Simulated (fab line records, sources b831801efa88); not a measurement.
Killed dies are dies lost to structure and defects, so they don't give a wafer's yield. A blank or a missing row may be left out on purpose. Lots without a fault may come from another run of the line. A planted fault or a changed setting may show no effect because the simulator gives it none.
Chamber matching | flow gf180mcu | GF_CONTACT_CVD_02 on pecvd-03: 3 sister chambers
The step deposits SiO2 from TEOS, target thk 860 nm, time 95.992 s. 3 wafers are shown with their chamber, then 6 later ones without.

WAFERS WITH THEIR CHAMBER
wafer  | chamber | heater_power_w (W)
L256.6 | 2       | 569
L269.4 | 0       | 529
L269.6 | 1       | 612

WAFERS WITHOUT THEIR CHAMBER
wafer  | heater_power_w (W)
L273.1 | 554
L273.5 | 565
L273.6 | 576
L274.1 | 597
L274.2 | 545
L274.3 | 461

WHICH CHAMBER EACH WENT THROUGH
wafer  | from the rows above          | in truth
L273.1 | can't be placed: 2 or 0 or 1 | 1
L273.5 | can't be placed: 2 or 0 or 1 | 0
L273.6 | can't be placed: 2 or 1 or 0 | 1
L274.1 | can't be placed: 1 or 2 or 0 | 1
L274.2 | can't be placed: 0 or 2 or 1 | 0
L274.3 | can't be placed: 0 or 2      | 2
Placed correctly: 0 of 6. Can't be placed from these rows: 6 (the true chamber is among the candidates in 6). Placed wrongly: 0.
How it was worked out, from the rows above alone: a wafer's distance from a chamber is the root of the sum, over the readings, of the square of ((its reading less the chamber's mean) divided by the reading's scatter). The wafer belongs to the nearest chamber; if the next one is less than 2 further off, it can't be placed. A chamber's mean is the mean of its shown wafers. The scatter: with one shown wafer a chamber, the root of the mean of the squares of how far each hidden wafer lies from its nearest shown one.
